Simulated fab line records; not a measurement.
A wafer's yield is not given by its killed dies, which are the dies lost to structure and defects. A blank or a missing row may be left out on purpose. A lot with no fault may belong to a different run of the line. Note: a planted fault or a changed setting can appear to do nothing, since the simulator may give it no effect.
Commonality check across tools | flow sky130 | Sample size 11 lots and 42 wafers

WHY THIS WAS OPENED
At SKY_FIELD_ISO_CD_MEAS_13 the reading cd nm is flagged on 3 of 11 lots. Fault-free wafers read 150.8 nm, with a standard deviation of 1.5.
Rule: a lot is flagged in two cases, either no wafer of it has a number, or all its wafers with numbers fall more than 4 standard deviations from that mean. The rest of the lots are taken to be sound.

lot  | measured    | on        | cd nm (nm), wafer by wafer          | flag
L405 | day 2 06:53 | cd sem-01 | 149.4 149.7 150.3                   |
L408 | day 2 20:10 | cd sem-01 | 149.7 148.4 149.6                   |
L411 | day 3 12:15 | cd sem-01 | 150.8 152.1 153.0                   |
L415 | day 4 08:58 | cd sem-01 | 149.4 150.7 149.8                   |
L416 | day 4 13:34 | cd sem-01 | 135.2 136.2 139.0 135.7 136.2 138.9 | FLAGGED
L420 | day 5 10:45 | cd sem-02 | 139.6 139.2 138.5 140.0 139.2 138.5 | FLAGGED
L421 | day 5 16:07 | cd sem-01 | 139.8 140.3 141.5 139.5 140.5 141.7 | FLAGGED
L422 | day 5 22:07 | cd sem-02 | 152.3 152.0 151.3                   |
L425 | day 7 13:26 | cd sem-02 | 149.4 148.4 148.5                   |
L426 | day 7 14:00 | cd sem-02 | 149.4 148.9 149.5                   |
L428 | day 7 14:17 | cd sem-02 | 152.0 150.8 150.8                   |
The numbers of the flagged lots are 138.9 nm on average: -11.9 nm against the usual, or -8 standard deviations.

LOT BY LOT: THE TOOL USED
The record keeps 1 process step preceding the reading, out of 708 steps on the route. Each cell gives the tool, then ch followed by the chambers the sampled wafers passed through, then the start.
lot  | flag    | SKY_FIELD_ISO_EXPOSE_10
L405 |         | krf scanner-01 ch 0, day 1 23:27
L408 |         | krf scanner-02 ch 0, day 2 13:02
L411 |         | krf scanner-02 ch 0, day 3 04:46
L415 |         | krf scanner-01 ch 0, day 4 00:29
L416 | FLAGGED | krf scanner-01 ch 0, day 4 05:29
L420 | FLAGGED | krf scanner-01 ch 0, day 5 01:47
L421 | FLAGGED | krf scanner-01 ch 0, day 5 06:32
L422 |         | krf scanner-02 ch 0, day 5 14:06
L425 |         | krf scanner-02 ch 0, day 7 03:10
L426 |         | krf scanner-02 ch 0, day 7 04:07
L428 |         | krf scanner-02 ch 0, day 7 04:14
What the steps here do:
- SKY_FIELD_ISO_EXPOSE_10: exposes mask FOM, target cd 150 nm.
- SKY_FIELD_ISO_CD_MEAS_13: target cd 150 nm.

FLAGGED AGAINST TOTAL, ONE TOOL AT A TIME (gauges that did the reading follow at the end)
step                     | tool           | lots run | flagged | share of the flagged lots | sound lots run after its first flagged lot
SKY_FIELD_ISO_EXPOSE_10  | krf scanner-01 | 5        | 3       | all                       | 0
SKY_FIELD_ISO_EXPOSE_10  | krf scanner-02 | 6        | 0       | none                      | -
SKY_FIELD_ISO_CD_MEAS_13 | cd sem-01      | 6        | 2       | some                      | 0
SKY_FIELD_ISO_CD_MEAS_13 | cd sem-02      | 5        | 1       | some                      | 4 (L422,L425,L426,L428)

WHAT THE TABLE PERMITS
1 row of the table ran every flagged lot: krf scanner-01 at SKY_FIELD_ISO_EXPOSE_10.
- krf scanner-01 at SKY_FIELD_ISO_EXPOSE_10: 3 of its 5 lots flagged. Last sound lot L415 at day 4 00:29, first flagged lot L416 at day 4 05:29; a fault beginning in between fits. Its own readings (exposure dose mJ cm2) fall more than 4 standard deviations out on all wafers of the flagged lots.
One tool is left: krf scanner-01 at SKY_FIELD_ISO_EXPOSE_10.

WHAT WAS PUT IN BY THE SIMULATOR
Process parameters drifting: krf scanner-01 at SKY_FIELD_ISO_EXPOSE_10, beginning at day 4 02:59. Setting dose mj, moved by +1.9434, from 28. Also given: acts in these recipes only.
Shown lots that were struck: L416, L420, L421. This agrees with what the rule above found.
